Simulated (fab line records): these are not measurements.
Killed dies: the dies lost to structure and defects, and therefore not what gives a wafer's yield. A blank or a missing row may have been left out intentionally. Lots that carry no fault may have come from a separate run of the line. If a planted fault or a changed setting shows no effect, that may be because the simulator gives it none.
What tool caused it? | flow sky130 | 72 wafers from 24 lots sampled at 4 of the route's 708 steps

## WHAT THE GAUGES READ, wafer by wafer
SKY_SD_N_RS_MEAS_17: the measuring method here is four-point-probe. Usual: for SD_P_RS the level is 146.9 ohm/sq and the standard deviation is 0.37.
lot  | measured     | on            | SD_P_RS (ohm/sq)  | flag
L074 | day 28 04:58 | film-metro-02 | 146.9 147.0 147.1 |
L075 | day 28 14:17 | film-metro-02 | 146.9 146.8 146.7 |
L076 | day 28 19:55 | film-metro-03 | 146.3 146.6 146.7 |
L077 | day 29 17:35 | film-metro-04 | 146.6 147.1 146.7 |
L078 | day 30 19:12 | film-metro-02 | 146.5 145.9 146.3 |
L080 | day 31 01:50 | film-metro-04 | 146.7 146.9 147.0 |
L079 | day 31 03:40 | film-metro-02 | 146.1 146.4 146.5 |
L081 | day 31 19:02 | film-metro-02 | 147.1 147.3 147.0 |
L082 | day 31 20:04 | film-metro-02 | 147.0 146.6 147.2 |
L083 | day 31 23:25 | film-metro-02 | 146.9 147.2 147.0 |
L084 | day 32 03:30 | film-metro-04 | 147.1 147.7 147.2 |
L085 | day 32 03:14 | film-metro-02 | 147.8 146.9 147.1 |
L087 | day 32 17:31 | film-metro-03 | 147.2 147.3 147.0 |
L086 | day 32 21:30 | film-metro-03 | 146.8 146.6 146.5 |
L089 | day 33 11:05 | film-metro-03 | 147.0 146.7 146.5 |
L088 | day 33 15:55 | film-metro-03 | 147.3 147.5 147.1 |
L090 | day 33 23:35 | film-metro-03 | 146.5 147.0 146.8 |
L091 | day 34 01:06 | film-metro-02 | 147.4 146.6 146.8 |
L092 | day 34 05:33 | film-metro-03 | 147.2 146.5 147.2 |
L093 | day 34 07:02 | film-metro-04 | 146.8 146.9 147.2 |
L094 | day 34 11:26 | film-metro-03 | 146.9 147.0 147.2 |
L095 | day 35 09:50 | film-metro-03 | 146.6 146.6 146.7 |
L096 | day 35 11:32 | film-metro-02 | 146.0 146.3 146.1 |
L097 | day 35 12:30 | film-metro-04 | 146.3 146.8 146.5 |

SKY_CONTACT_RS_MEAS_25: the measuring method here is four-point-probe. Usual: for CONTACT_W_RS the level is 0.337 ohm/sq and the standard deviation is 0.0044.
lot  | measured     | on            | CONTACT_W_RS (ohm/sq) | flag
L074 | day 31 23:04 | film-metro-01 | 0.332 0.330 0.335     |
L075 | day 32 08:19 | film-metro-02 | 0.331 0.331 0.332     |
L076 | day 32 13:25 | film-metro-04 | 0.341 0.336 0.342     |
L077 | day 33 09:52 | film-metro-04 | 0.336 0.329 0.332     |
L078 | day 34 08:46 | film-metro-04 | 0.336 0.335 0.333     |
L080 | day 34 17:07 | film-metro-02 | 0.334 0.334 0.338     |
L079 | day 34 17:31 | film-metro-04 | 0.340 0.339 0.339     |
L081 | day 35 08:37 | film-metro-02 | 0.336 0.336 0.332     |
L082 | day 35 10:55 | film-metro-01 | 0.342 0.333 0.341     |
L083 | day 35 12:50 | film-metro-01 | 0.334 0.334 0.340     |
L084 | day 35 13:58 | film-metro-02 | 0.336 0.335 0.333     |
L085 | day 35 13:38 | film-metro-04 | 0.343 0.341 0.344     |
L087 | day 36 03:19 | film-metro-02 | 0.341 0.345 0.338     |
L086 | day 36 09:37 | film-metro-01 | 0.333 0.330 0.336     |
L089 | day 36 23:17 | film-metro-04 | 0.337 0.340 0.332     |
L088 | day 37 03:46 | film-metro-02 | 0.340 0.344 0.340     |
L090 | day 37 12:05 | film-metro-02 | 0.340 0.330 0.336     |
L091 | day 37 14:44 | film-metro-01 | 0.342 0.343 0.344     |
L092 | day 37 17:48 | film-metro-02 | 0.332 0.332 0.332     |
L093 | day 37 19:32 | film-metro-04 | 0.341 0.333 0.332     |
L094 | day 38 00:09 | film-metro-02 | 0.344 0.341 0.335     |
L095 | day 38 20:35 | film-metro-01 | 0.341 0.342 0.336     |
L096 | day 38 21:50 | film-metro-04 | 0.341 0.334 0.339     |
L097 | day 38 23:10 | film-metro-01 | 0.339 0.341 0.340     |

## WHAT TOOL EACH LOT RAN ON (gives the tool, then ch and the chambers of the sampled wafers, and finally the start)
lot  | SKY_LDD_P_STRIP_10                   | SKY_CONTACT_CVD_24
L074 | plasma-asher-04 ch 0,1, day 19 07:43 | cvd-w-02 ch 0,1, day 31 22:58
L075 | plasma-asher-04 ch 0,1, day 19 17:23 | cvd-w-02 ch 0,1, day 32 08:13
L076 | plasma-asher-04 ch 0,1, day 19 21:32 | cvd-w-01 ch 0,1, day 32 13:17
L077 | plasma-asher-04 ch 0,1, day 21 00:05 | cvd-w-02 ch 0,1, day 33 09:46
L078 | plasma-asher-04 ch 0,1, day 22 04:35 | cvd-w-02 ch 1, day 34 08:38
L080 | plasma-asher-01 ch 0,1, day 22 12:53 | cvd-w-02 ch 0,1, day 34 17:01
L079 | plasma-asher-04 ch 0,1, day 22 13:50 | cvd-w-01 ch 0,1, day 34 17:23
L081 | plasma-asher-01 ch 0,1, day 23 04:28 | cvd-w-02 ch 0,1, day 35 08:30
L082 | plasma-asher-01 ch 0,1, day 23 05:32 | cvd-w-02 ch 0,1, day 35 10:47
L083 | plasma-asher-04 ch 0,1, day 23 06:26 | cvd-w-02 ch 0,1, day 35 12:43
L084 | plasma-asher-01 ch 0,1, day 23 12:14 | cvd-w-02 ch 0,1, day 35 13:50
L085 | plasma-asher-03 ch 0,1, day 23 14:22 | cvd-w-01 ch 0,1, day 35 13:31
L087 | plasma-asher-04 ch 0,1, day 24 04:20 | cvd-w-01 ch 1, day 36 03:11
L086 | plasma-asher-04 ch 0,1, day 24 09:08 | cvd-w-02 ch 0,1, day 36 09:31
L089 | plasma-asher-01 ch 0,1, day 25 00:08 | cvd-w-02 ch 0,1, day 36 23:10
L088 | plasma-asher-04 ch 0,1, day 25 05:16 | cvd-w-01 ch 0,1, day 37 03:40
L090 | plasma-asher-04 ch 0,1, day 25 07:23 | cvd-w-02 ch 0,1, day 37 11:58
L091 | plasma-asher-01 ch 0,1, day 25 14:47 | cvd-w-01 ch 0,1, day 37 14:37
L092 | plasma-asher-01 ch 0,1, day 25 23:50 | cvd-w-02 ch 0,1, day 37 17:40
L093 | plasma-asher-04 ch 0,1, day 26 01:32 | cvd-w-02 ch 0,1, day 37 19:25
L094 | plasma-asher-03 ch 0,1, day 26 08:02 | cvd-w-02 ch 0,1, day 38 00:02
L095 | plasma-asher-03 ch 0,1, day 27 04:04 | cvd-w-01 ch 0,1, day 38 20:27
L096 | plasma-asher-03 ch 0,1, day 27 06:29 | cvd-w-01 ch 0,1, day 38 21:43
L097 | plasma-asher-01 ch 0,1, day 27 09:37 | cvd-w-01 ch 0,1, day 38 23:01
- SKY_LDD_P_STRIP_10: strips in O2/N2.
- SKY_CONTACT_CVD_24: deposits W, target thk 340 nm, time 102.12 s.

## AS READ BY THE TOOLS THEMSELVES (means over the sampled wafers that have a number; for cases with no such wafer, the mark the record gives instead)
SKY_LDD_P_STRIP_10. Usual: drypump-motor-current-A 5.7 A, standard deviation 0.33; oes-product-au 0.716 a.u., standard deviation 0.0049; strip-time-to-endpoint-s 14.18 s, standard deviation 0.036.
lot  | tool            | drypump-motor-current-A (A) | oes-product-au (a.u.) | strip-time-to-endpoint-s (s) | flag
L074 | plasma-asher-04 | 5.4                         | 0.715                 | 14.19                        |
L075 | plasma-asher-04 | 5.5                         | 0.717                 | 14.18                        |
L076 | plasma-asher-04 | 5.4                         | 0.721                 | 14.17                        |
L077 | plasma-asher-04 | 5.6                         | 0.710                 | 14.14                        |
L078 | plasma-asher-04 | 5.4                         | 0.719                 | 14.23                        |
L080 | plasma-asher-01 | 6.1                         | 0.714                 | 14.18                        |
L079 | plasma-asher-04 | 5.5                         | 0.712                 | 14.20                        |
L081 | plasma-asher-01 | 6.0                         | 0.711                 | 14.17                        |
L082 | plasma-asher-01 | 6.0                         | 0.715                 | 14.19                        |
L083 | plasma-asher-04 | 5.6                         | 0.715                 | 14.19                        |
L084 | plasma-asher-01 | 6.1                         | 0.722                 | 14.12                        |
L085 | plasma-asher-03 | 5.6                         | 0.713                 | 14.19                        |
L087 | plasma-asher-04 | 5.4                         | 0.715                 | 14.17                        |
L086 | plasma-asher-04 | 5.4                         | 0.713                 | 14.26                        |
L089 | plasma-asher-01 | 6.1                         | 0.718                 | 14.12                        |
L088 | plasma-asher-04 | 5.4                         | 0.708                 | 14.19                        |
L090 | plasma-asher-04 | 5.4                         | 0.715                 | 14.23                        |
L091 | plasma-asher-01 | 6.2                         | 0.717                 | 14.21                        |
L092 | plasma-asher-01 | 6.1                         | 0.717                 | 14.22                        |
L093 | plasma-asher-04 | 5.4                         | 0.719                 | 14.14                        |
L094 | plasma-asher-03 | 5.7                         | 0.717                 | 14.14                        |
L095 | plasma-asher-03 | 5.5                         | 0.716                 | 14.19                        |
L096 | plasma-asher-03 | 5.7                         | 0.717                 | 14.17                        |
L097 | plasma-asher-01 | 6.1                         | 0.716                 | 14.15                        |

SKY_CONTACT_CVD_24. Usual: heater-power-w 817 W, standard deviation 34; susceptor-temp-C 400.02 C, standard deviation 0.23.
lot  | tool     | heater-power-w (W) | susceptor-temp-C (C) | flag
L074 | cvd-w-02 | 835                | 399.95               |
L075 | cvd-w-02 | 823                | 399.89               |
L076 | cvd-w-01 | 813                | 399.94               |
L077 | cvd-w-02 | 799                | 400.05               |
L078 | cvd-w-02 | 799                | 400.01               |
L080 | cvd-w-02 | 814                | 399.90               |
L079 | cvd-w-01 | 804                | 399.82               |
L081 | cvd-w-02 | 810                | 400.09               |
L082 | cvd-w-02 | 814                | 399.93               |
L083 | cvd-w-02 | 812                | 399.82               |
L084 | cvd-w-02 | 825                | 400.02               |
L085 | cvd-w-01 | 820                | 400.10               |
L087 | cvd-w-01 | 840                | 400.17               |
L086 | cvd-w-02 | 813                | 400.15               |
L089 | cvd-w-02 | 831                | 399.95               |
L088 | cvd-w-01 | 796                | 400.23               |
L090 | cvd-w-02 | 847                | 400.07               |
L091 | cvd-w-01 | 794                | 400.32               |
L092 | cvd-w-02 | 826                | 400.11               |
L093 | cvd-w-02 | 841                | 399.90               |
L094 | cvd-w-02 | 822                | 400.04               |
L095 | cvd-w-01 | 801                | 399.94               |
L096 | cvd-w-01 | 818                | 399.83               |
L097 | cvd-w-01 | 798                | 399.98               |

## THE ANSWER, worked out from the rows above alone
Rule: lot off if the mean of its wafers having a number is beyond 3 standard deviations from the usual mean. A lot without any number at a reading at which 4 lots or more have one is off too. All remaining lots with rows at the step are treated as sound. First the gauges in route order, then the tools' own readings, where a lot's mean is used as printed above. The first step at which some lot is off is used, and at that step the reading that is off furthest; a lot without a number counts as furthest.
Across all readings shown, no lot is off: no conclusion can be drawn from this.

## WHAT THE SIMULATOR PUT IN
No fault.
